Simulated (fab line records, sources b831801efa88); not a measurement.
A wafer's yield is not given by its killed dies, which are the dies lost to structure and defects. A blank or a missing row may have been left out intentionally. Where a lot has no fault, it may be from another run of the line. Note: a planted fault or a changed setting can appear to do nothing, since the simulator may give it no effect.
fab line records + flow sky130
record:
- lots: 6
- wafers: 18
- lastDay: 49
route steps=708 shown METAL2@489 PAD_OPEN@708
lots untouched by any fault: they come from a run of this same line in which no faults occurred
startH: start of the lot's first displayed wafer, in hours after the record's first day + waitH: hours since the lot's step before + " as in the row above + L1.1+2: a single row standing in for several wafers + - no value, or no start given + * or withheld: withheld + < > ~ a bound
route shown NAME@n: NAME is a module with steps in the file, n the number in the route of the first one + usual: mean and standard deviation over wafers with no fault + same: alike in all rows + chamber/n: place in a boat + sites: per-site readings + _std_site: the values' standard deviation + _edge_site: inner sites' mean taken away from outer sites' mean + radiusMm: how far each site lies from the wafer's centre + mask NAME#n: copy n + behind: the most recent tool/chamber to have shaped the wafer + hold: the reason the lot was held/the length of the hold in hours/how it ended + device: which transistor (n, p or np) failed to switch + end of line: tests of these same wafers at the route's end + a step without rows: its recipe alone + killed: dies that structure and defects cost at the first sort, which is not the same as the wafer's yield + map: a wafer's dies, marking killed ones x, the rest . and places with no die _
set.NAME: the setting the step ran with; set.NAME@STEP: the setting that earlier step ran with + model.NAME: the simulator's own value behind a step, which no gauge read
lots at selected steps of the route; one table per step, one row per wafer
services: the hour from which a tool's chamber was out of use, counted from the record's first day as startH (under 0 if before that day), plus the number of hours and why
== steps ==
step: SKY_METAL2_THK_MEAS_06
recipe:
- thkMeasGauge: xrf
- reads: AlCu_of_METAL2_SPUTTER_02
usual:
- METAL2_ALCU_THK: 253/3.7
| lot.wafer | tool         | chamber | startH | waitH | METAL2_ALCU_THK[nm] |
|-----------|--------------|---------|--------|-------|---------------------|
| L487.1    | filmMetro-04 | -       | 803.28 | 0.1   | 250                 |
| L487.4    | "            | -       | "      | "     | 249                 |
| L487.5    | "            | -       | "      | "     | 250                 |
| L491.1    | filmMetro-04 | -       | 841.59 | 0.1   | 249                 |
| L491.4    | "            | -       | "      | "     | 254                 |
| L491.6    | "            | -       | "      | "     | 249                 |
| L492.1    | filmMetro-03 | -       | 849.93 | 0.1   | 254                 |
| L492.2    | "            | -       | "      | "     | 253                 |
| L492.6    | "            | -       | "      | "     | 252                 |
| L494.1    | filmMetro-03 | -       | 855.67 | 0.1   | 261                 |
| L494.2    | "            | -       | "      | "     | 257                 |
| L494.5    | "            | -       | "      | "     | 259                 |
| L501.2    | filmMetro-03 | -       | 909.11 | 0.1   | 255                 |
| L501.3    | "            | -       | "      | "     | 253                 |
| L501.5    | "            | -       | "      | "     | 252                 |
| L502.1    | filmMetro-04 | -       | 916.01 | 0.1   | 248                 |
| L502.2    | "            | -       | "      | "     | 246                 |
| L502.6    | "            | -       | "      | "     | 248                 |
step: SKY_METAL2_DEHYDRATE_07
recipe:
- tempC: 200
- timeS: 60
step: SKY_METAL2_HMDS_08
recipe:
- primeTimeS: 60
- primeTempC: 120
step: SKY_METAL2_COAT_09
recipe:
- resist: BARC
- tempC: withheld
- timeS: withheld
- spinRpm: 3000
- resistThkNm: 60
step: SKY_METAL2_COAT_10
recipe:
- resist: KrF-thick
- spinRpm: 3000
- resistThkNm: 450
step: SKY_METAL2_SOFTBAKE_11
recipe:
- tempC: 100
- timeS: 90
- resist: KrF-thick
step: SKY_METAL2_EXPOSE_12
recipe:
- maskId: MM2
- na: 0.8
- sourceShape: annular
- sigmaInner: 0.55
- sigmaOuter: 0.85
- targetCdNm: 140
- doseMj: 28
step: SKY_METAL2_PEB_13
recipe:
- pebTempC: withheld
- pebTimeS: withheld
- resist: KrF-thick
step: SKY_METAL2_DEVELOP_14
recipe:
- developTimeS: 60
- resist: KrF-thick
- devTempC: 21
step: SKY_METAL2_CD_MEAS_15
recipe:
- targetCdNm: 140
usual:
- cdNm: 140.0/1.6
| lot.wafer | tool     | chamber | startH | waitH | cdNm  |
|-----------|----------|---------|--------|-------|-------|
| L487.1    | cdSem-02 | -       | 829.09 | -     | 138.4 |
| L487.4    | "        | -       | "      | "     | 138.5 |
| L487.5    | "        | -       | "      | "     | 139.8 |
| L491.1    | cdSem-01 | -       | 867.02 | -     | 139.6 |
| L491.4    | "        | -       | "      | "     | 140.5 |
| L491.6    | "        | -       | "      | "     | 140.7 |
| L492.1    | cdSem-02 | -       | 876.12 | -     | 142.7 |
| L492.2    | "        | -       | "      | "     | 140.1 |
| L492.6    | "        | -       | "      | "     | 140.6 |
| L494.1    | cdSem-02 | -       | 882.27 | -     | 137.1 |
| L494.2    | "        | -       | "      | "     | 138.8 |
| L494.5    | "        | -       | "      | "     | 137.9 |
| L501.2    | cdSem-01 | -       | 932.96 | -     | 140.2 |
| L501.3    | "        | -       | "      | "     | 140.8 |
| L501.5    | "        | -       | "      | "     | 138.9 |
| L502.1    | cdSem-02 | -       | 940.42 | -     | 141.2 |
| L502.2    | "        | -       | "      | "     | 142.0 |
| L502.6    | "        | -       | "      | "     | 140.0 |
step: SKY_METAL2_OVL_MEAS_16
usual:
- METAL2_OVL: -1/5.4
| lot.wafer | tool       | chamber | startH | waitH | METAL2_OVL[nm] |
|-----------|------------|---------|--------|-------|----------------|
| L487.1    | overlay-02 | -       | 829.21 | 0.1   | 1              |
| L487.4    | "          | -       | "      | "     | 2              |
| L487.5    | "          | -       | "      | "     | 0              |
| L491.1    | overlay-02 | -       | 867.14 | 0.1   | 5              |
| L491.4    | "          | -       | "      | "     | 2              |
| L491.6    | "          | -       | "      | "     | 1              |
| L492.1    | overlay-02 | -       | 876.24 | 0.1   | -1             |
| L492.2    | "          | -       | "      | "     | -1             |
| L492.6    | "          | -       | "      | "     | 0              |
| L494.1    | overlay-02 | -       | 882.39 | 0.1   | 1              |
| L494.2    | "          | -       | "      | "     | -1             |
| L494.5    | "          | -       | "      | "     | 2              |
| L501.2    | overlay-02 | -       | 933.06 | 0.1   | -12            |
| L501.3    | "          | -       | "      | "     | -14            |
| L501.5    | "          | -       | "      | "     | -13            |
| L502.1    | overlay-01 | -       | 940.54 | 0.1   | -4             |
| L502.2    | "          | -       | "      | "     | -5             |
| L502.6    | "          | -       | "      | "     | -8             |
step: SKY_METAL2_DESCUM_17
recipe:
- chemistry: O2
- sourcePowerW: 150
- biasPowerW: 0
- pressureMtorr: 10
- tempC: 40
- timeS: 8
usual:
- drypumpMotorCurrentA: 5.8/0.51
- oesProductAu: 0.998/0.011
| lot.wafer | tool        | chamber | startH | waitH | drypumpMotorCurrentA | oesProductAu | rfHoursCounterH |
|-----------|-------------|---------|--------|-------|----------------------|--------------|-----------------|
| L487.1    | rieMetal-01 | 1       | 829.24 | 0.0   | 5.8                  | 0.990        | 2               |
| L487.4    | "           | 0       | "      | "     | 5.7                  | 0.996        | -               |
| L487.5    | "           | 0       | "      | "     | 5.7                  | 1.011        | -               |
| L491.1    | rieMetal-03 | 0       | 867.17 | 0.0   | 5.6                  | 0.987        | 7               |
| L491.4    | "           | 1       | "      | "     | 5.1                  | 1.017        | -               |
| L491.6    | "           | 1       | "      | "     | 5.1                  | 1.010        | -               |
| L492.1    | rieMetal-01 | 0       | 876.27 | 0.0   | 5.7                  | 0.997        | 5               |
| L492.2    | "           | 1       | "      | "     | 5.9                  | 0.993        | 4               |
| L492.6    | "           | 0       | "      | "     | 5.7                  | 1.003        | -               |
| L494.1    | rieMetal-01 | 1       | 882.42 | 0.0   | 5.9                  | 0.984        | 4               |
| L494.2    | "           | 0       | "      | "     | 5.7                  | 0.991        | 5               |
| L494.5    | "           | 0       | "      | "     | 5.7                  | 1.000        | -               |
| L501.2    | rieMetal-02 | 0       | 933.09 | 0.0   | 6.7                  | 1.001        | 15              |
| L501.3    | "           | 0       | "      | "     | 6.7                  | 1.004        | -               |
| L501.5    | "           | 1       | "      | "     | 5.7                  | 0.990        | -               |
| L502.1    | rieMetal-02 | 0       | 940.57 | 0.0   | 6.7                  | 1.004        | 15              |
| L502.2    | "           | 1       | "      | "     | 5.7                  | 0.989        | 9               |
| L502.6    | "           | 1       | "      | "     | 5.7                  | 0.987        | -               |
step: SKY_METAL2_ETCH_18
recipe:
- chemistry: N2/H2
- target: BARC
- ionEnergyEv: 203.4
- biasW: 100
- pressureMtorr: 30
- n2FlowSccm: 100
- h2FlowSccm: 200
- icpW: 500
- stopOn: SiO2
- timeS: 45.9
- targetDepthA: 600
usual:
- biasW: 100.0/0.32
- drypumpMotorCurrentA: 5.8/0.5
- oesProductAu: 0.854/0.0049
- throttleValvePct: 13.224/0.0086
| lot.wafer | tool        | chamber | startH | waitH | biasW | drypumpMotorCurrentA | oesProductAu | rfHoursCounterH | throttleValvePct | model.KrF-thick_of_METAL2_COAT_10.thkNm |
|-----------|-------------|---------|--------|-------|-------|----------------------|--------------|-----------------|------------------|-----------------------------------------|
| L487.1    | rieMetal-01 | 1       | 829.28 | 0.0   | 100.0 | 5.9                  | 0.847        | 2               | 13.218           | 392.9                                   |
| L487.4    | "           | 0       | "      | "     | 100.1 | 5.7                  | 0.849        | -               | 13.226           | 393                                     |
| L487.5    | "           | 0       | "      | "     | 99.8  | 5.7                  | 0.852        | -               | 13.217           | 393.2                                   |
| L491.1    | rieMetal-03 | 0       | 867.20 | 0.0   | 99.8  | 5.6                  | 0.859        | 7               | 13.226           | 394.5                                   |
| L491.4    | "           | 1       | "      | "     | 99.9  | 5.1                  | 0.847        | -               | 13.217           | 390.8                                   |
| L491.6    | "           | 1       | "      | "     | 99.9  | 5.1                  | 0.854        | -               | 13.236           | 390.3                                   |
| L492.1    | rieMetal-01 | 0       | 876.31 | 0.0   | 99.5  | 5.7                  | 0.854        | 5               | 13.215           | 391.1                                   |
| L492.2    | "           | 1       | "      | "     | 80.5  | 5.9                  | 0.852        | 4               | 13.220           | 393.8                                   |
| L492.6    | "           | 0       | "      | "     | 99.8  | 5.7                  | 0.861        | -               | 13.208           | 390.8                                   |
| L494.1    | rieMetal-01 | 1       | 882.45 | 0.0   | 80.1  | 5.8                  | 0.854        | 4               | 13.222           | 395.9                                   |
| L494.2    | "           | 0       | "      | "     | 100.3 | 5.7                  | 0.850        | 6               | 13.239           | 390.8                                   |
| L494.5    | "           | 0       | "      | "     | 100.4 | 5.7                  | 0.856        | -               | 13.215           | 392.3                                   |
| L501.2    | rieMetal-02 | 0       | 933.13 | 0.0   | 100.2 | 6.7                  | 0.855        | 15              | 13.219           | 392.1                                   |
| L501.3    | "           | 0       | "      | "     | 100.0 | 6.7                  | 0.850        | -               | 13.217           | 391                                     |
| L501.5    | "           | 1       | "      | "     | 100.0 | 5.7                  | 0.846        | -               | 13.221           | 392.7                                   |
| L502.1    | rieMetal-02 | 0       | 940.60 | 0.0   | 100.1 | 6.7                  | 0.856        | 15              | 13.216           | 390.8                                   |
| L502.2    | "           | 1       | "      | "     | 100.0 | 5.7                  | 0.848        | 9               | 13.235           | 392.5                                   |
| L502.6    | "           | 1       | "      | "     | 100.1 | 5.7                  | 0.858        | -               | 13.230           | 392.2                                   |
step: SKY_METAL2_METAL_ETCH_19
recipe:
- targetDepthA: 3600
- stopOn: SiO2
- overEtchFrac: 0.3
- timeS: 78
- chemistry: Cl2/BCl3
- resistSidewallDeg: 88
- pressureMtorr: 10
- icpW: 900
- biasW: 48.5
- Cl2_flow_sccm: 60
- bcl3FlowSccm: 30
usual:
- biasW: 48.48/0.15
- drypumpMotorCurrentA: 5.8/0.51
- oesProductAu: 0.854/0.006
- throttleValvePct: 22.264/0.0083
| lot.wafer | tool        | chamber | startH | waitH | biasW | drypumpMotorCurrentA | oesProductAu | rfHoursCounterH | throttleValvePct |
|-----------|-------------|---------|--------|-------|-------|----------------------|--------------|-----------------|------------------|
| L487.1    | rieMetal-01 | 1       | 829.34 | 0.0   | 48.51 | 5.8                  | 0.848        | 2               | 22.259           |
| L487.4    | "           | 0       | "      | "     | 48.50 | 5.7                  | 0.852        | -               | 22.267           |
| L487.5    | "           | 0       | "      | "     | 48.67 | 5.7                  | 0.851        | -               | 22.270           |
| L491.1    | rieMetal-03 | 0       | 867.27 | 0.0   | 48.48 | 5.6                  | 0.855        | 7               | 22.255           |
| L491.4    | "           | 1       | "      | "     | 48.37 | 5.1                  | 0.865        | -               | 22.247           |
| L491.6    | "           | 1       | "      | "     | 48.48 | 5.0                  | 0.849        | -               | 22.242           |
| L492.1    | rieMetal-01 | 0       | 876.37 | 0.0   | 48.44 | 5.7                  | 0.859        | 5               | 22.276           |
| L492.2    | "           | 1       | "      | "     | 48.76 | 5.9                  | 0.846        | 4               | 22.269           |
| L492.6    | "           | 0       | "      | "     | 48.24 | 5.7                  | 0.839        | -               | 22.267           |
| L494.1    | rieMetal-01 | 1       | 882.52 | 0.0   | 48.43 | 5.9                  | 0.862        | 4               | 22.253           |
| L494.2    | "           | 0       | "      | "     | 48.72 | 5.7                  | 0.854        | 6               | 22.264           |
| L494.5    | "           | 0       | "      | "     | 48.76 | 5.7                  | 0.851        | -               | 22.279           |
| L501.2    | rieMetal-02 | 0       | 933.19 | 0.0   | 48.33 | 6.7                  | 0.847        | 15              | 22.263           |
| L501.3    | "           | 0       | "      | "     | 48.17 | 6.7                  | 0.848        | -               | 22.258           |
| L501.5    | "           | 1       | "      | "     | 48.44 | 5.8                  | 0.844        | -               | 22.262           |
| L502.1    | rieMetal-02 | 0       | 940.67 | 0.0   | 48.63 | 6.7                  | 0.850        | 15              | 22.263           |
| L502.2    | "           | 1       | "      | "     | 48.65 | 5.8                  | 0.854        | 9               | 22.260           |
| L502.6    | "           | 1       | "      | "     | 48.26 | 5.8                  | 0.856        | -               | 22.257           |
step: SKY_PAD_OPEN_PROBE_99
usual:
- defectLimitedYield: 82.5/2
- killed_at_M0_to_M3: 43/7.6
- killed_at_M4_up: 2.8/1.9
- killedAtContacts: 24/4.7
- killedAtFrontEnd: 16/4.4
- killedAtOther: 0.2/0.4
- killedDies: 86/9.9
- killedOpen: 47/8.2
- killedShort: 39/6.3
- sort_bin_3_pad_short: 0.8/0.42
- sort_bin_5_function: 10.4/1.5
- sort_bin_6_memory: 6.2/1.2
- sortNPass: 406/9.9
- sortYieldPct: 82.5/2
same:
- grossDies: 492
- killedAtBackSide: 0
- sort_bin_4_leakage[%]: 0
- sort_bin_8_speed[%]: 0
| lot.wafer | tool      | chamber | startH  | waitH | defectLimitedYield[%] | killed_at_M0_to_M3 | killed_at_M4_up | killedAtContacts | killedAtFrontEnd | killedAtOther | killedDies | killedOpen | killedShort | sort_bin_3_pad_short[%] | sort_bin_5_function[%] | sort_bin_6_memory[%] | sortNPass | sortYieldPct[%] |
|-----------|-----------|---------|---------|-------|-----------------------|--------------------|-----------------|------------------|------------------|---------------|------------|------------|-------------|-------------------------|------------------------|----------------------|-----------|-----------------|
| L487.1    | prober-01 | -       | 1083.78 | 0.1   | 79.9                  | 56                 | 3               | 20               | 20               | 0             | 99         | 55         | 44          | 0.6                     | 13.4                   | 6.1                  | 393       | 79.9            |
| L487.4    | prober-01 | -       | 1083.93 | 0.2   | 84.8                  | 39                 | 5               | 18               | 13               | 0             | 75         | 33         | 42          | 1.0                     | 9.6                    | 4.7                  | 417       | 84.8            |
| L487.5    | prober-01 | -       | 1083.98 | 0.2   | 80.3                  | 43                 | 3               | 29               | 22               | 0             | 97         | 50         | 47          | 1.2                     | 11.4                   | 7.1                  | 395       | 80.3            |
| L492.1    | prober-02 | -       | 1121.15 | 0.1   | 85.0                  | 48                 | 3               | 19               | 4                | 0             | 74         | 42         | 32          | 0.4                     | 8.1                    | 6.5                  | 418       | 85.0            |
| L492.2    | prober-02 | -       | 1121.20 | 0.1   | 84.8                  | 35                 | 4               | 28               | 8                | 0             | 75         | 42         | 33          | 0.4                     | 8.9                    | 5.9                  | 417       | 84.8            |
| L492.6    | prober-02 | -       | 1121.40 | 0.2   | 81.9                  | 43                 | 3               | 27               | 16               | 0             | 89         | 44         | 45          | 0.8                     | 13.2                   | 4.1                  | 403       | 81.9            |
| L501.2    | prober-02 | -       | 1164.21 | 0.1   | 78.9                  | 50                 | 6               | 33               | 14               | 1             | 104        | 67         | 37          | 0.8                     | 13.4                   | 6.9                  | 388       | 78.9            |
| L501.3    | prober-02 | -       | 1164.26 | 0.2   | 82.1                  | 33                 | 3               | 25               | 27               | 0             | 88         | 43         | 45          | 0.6                     | 10.2                   | 7.1                  | 404       | 82.1            |
| L501.5    | prober-02 | -       | 1164.36 | 0.2   | 79.7                  | 50                 | 7               | 26               | 17               | 0             | 100        | 64         | 36          | 1.2                     | 10.4                   | 8.7                  | 392       | 79.7            |
| L502.1    | prober-01 | -       | 1170.57 | 0.1   | 81.9                  | 46                 | 1               | 27               | 15               | 0             | 89         | 48         | 41          | 0.6                     | 11.6                   | 5.9                  | 403       | 81.9            |
| L502.2    | prober-01 | -       | 1170.62 | 0.1   | 84.8                  | 40                 | 0               | 25               | 10               | 0             | 75         | 43         | 32          | 1.0                     | 9.6                    | 4.7                  | 417       | 84.8            |
| L502.6    | prober-01 | -       | 1170.82 | 0.2   | 84.3                  | 37                 | 0               | 25               | 15               | 0             | 77         | 50         | 27          | 1.4                     | 9.3                    | 4.9                  | 415       | 84.3            |
killed by level:class
L487.1 VIA1:geometricParticle:open=12 METAL2:geometricParticle:short=11 VIA2:geometricParticle:open=8 LI_CONTACT:geometricParticle:open=7 VIA1:geometricParticle:short=7 FIELD_ISO:geometricParticle:open=6 POLY_GATE:geometricParticle:open=5 CONTACT:geometricParticle:open=5
L487.4 CONTACT:geometricParticle:open=9 VIA3:geometricParticle:open=6 METAL1:geometricParticle:short=5 VIA1:geometricParticle:open=5 VIA2:geometricParticle:open=5 METAL4:geometricParticle:short=5 VIA1:geometricParticle:short=4 METAL3:geometricParticle:short=4
L487.5 LI_CONTACT:geometricParticle:open=10 VIA1:geometricParticle:open=8 CONTACT:geometricParticle:short=6 VIA2:geometricParticle:open=6 METAL1:geometricParticle:short=6 POLY_GATE:geometricParticle:open=5 VIA3:geometricParticle:open=5 LOCAL_INTERCONNECT:geometricParticle:short=5
L492.1 CONTACT:geometricParticle:open=10 VIA1:geometricParticle:open=9 VIA2:geometricParticle:open=7 METAL2:geometricParticle:short=6 METAL1:geometricParticle:short=6 VIA1:geometricParticle:short=5 LI_CONTACT:geometricParticle:open=4 METAL2:geometricParticle:open=4
L492.2 LI_CONTACT:geometricParticle:open=10 CONTACT:geometricParticle:short=6 VIA2:geometricParticle:open=6 CONTACT:geometricParticle:open=5 VIA1:geometricParticle:open=5 METAL1:geometricParticle:short=4 METAL2:geometricParticle:short=4 VIA3:geometricParticle:open=4
L492.6 CONTACT:geometricParticle:open=9 METAL1:geometricParticle:short=8 VIA1:geometricParticle:open=8 VIA2:geometricParticle:open=8 LI_CONTACT:geometricParticle:open=6 CONTACT:geometricParticle:short=6 FIELD_ISO:geometricParticle:short=5 VIA1:geometricParticle:short=5
L501.2 VIA1:geometricParticle:open=16 CONTACT:geometricParticle:open=14 LI_CONTACT:geometricParticle:open=11 VIA3:geometricParticle:open=7 METAL1:geometricParticle:short=6 VIA2:geometricParticle:open=5 POLY_GATE:geometricParticle:open=4 METAL4:geometricParticle:short=4
L501.3 CONTACT:geometricParticle:open=13 FIELD_ISO:geometricParticle:short=10 METAL1:geometricParticle:short=8 LI_CONTACT:geometricParticle:open=6 METAL2:geometricParticle:short=6 VIA1:geometricParticle:open=6 FIELD_ISO:geometricParticle:open=5 POLY_GATE:geometricParticle:short=5
L501.5 VIA1:geometricParticle:open=20 CONTACT:geometricParticle:open=13 VIA2:geometricParticle:open=9 METAL4:geometricParticle:short=6 FIELD_ISO:geometricParticle:open=5 METAL1:geometricParticle:short=4 SPACER:geometricParticle:short=4 VIA3:geometricParticle:open=4
L502.1 VIA1:geometricParticle:open=10 CONTACT:geometricParticle:open=8 LI_CONTACT:geometricParticle:open=8 VIA3:geometricParticle:open=7 VIA1:geometricParticle:short=6 METAL1:geometricParticle:short=6 VIA2:geometricParticle:open=6 POLY_GATE:geometricParticle:short=5
L502.2 VIA1:geometricParticle:open=12 CONTACT:geometricParticle:open=8 LI_CONTACT:geometricParticle:open=7 METAL2:geometricParticle:short=7 METAL1:geometricParticle:short=6 FIELD_ISO:geometricParticle:short=4 LOCAL_INTERCONNECT:geometricParticle:short=4 VIA3:geometricParticle:open=4
L502.6 VIA1:geometricParticle:open=11 CONTACT:geometricParticle:open=10 LI_CONTACT:geometricParticle:open=8 VIA2:geometricParticle:open=7 POLY_GATE:geometricParticle:open=6 POLY_GATE:geometricParticle:short=6 VIA3:geometricParticle:open=5 CONTACT:geometricParticle:short=4
== services ==
| tool        | chamber | startH | hours | kind          |
|-------------|---------|--------|-------|---------------|
| rieMetal-02 | 1       | 825.42 | 20.6  | repair        |
| rieMetal-03 | 1       | 850.45 | -     | clean         |
| rieMetal-03 | 1       | 850.45 | 14.6  | scheduledDown |
| rieMetal-03 | 1       | 850.45 | 14.6  | ventCycle     |
| rieMetal-02 | -       | 874.85 | 1.4   | pm            |
| rieMetal-03 | 1       | 876.53 | 11.0  | repair        |
| rieMetal-03 | 0       | 897.82 | 10.2  | repair        |
| rieMetal-02 | 0       | 909.89 | 3.1   | repair        |
== key ==
firstSign:
- step: SKY_METAL2_ETCH_18
- reading: biasW
- direction: down
- sigmas: 62
- usual: 100.0
- struck: 80.3
effect none on later readings
modelEffect:
- step: SKY_METAL2_ETCH_18
- value: KrF-thick_of_METAL2_COAT_10.thkNm
- without: 392.2
- struck: 394.8
metAt SKY_METAL2_ETCH_18
struckWafers L492.2,L494.1
onsetBetween 829.28 876.31
fault:
- kind: processParameterDrift
- tool: rieMetal-01
- chamber: 1
- onsetH: 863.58
- steps: SKY_METAL2_ETCH_18
- channel: biasW
- offset: -19.745
- shape: step
- endH: 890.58
- actsIn: theseRecipesOnly
- stated: 100
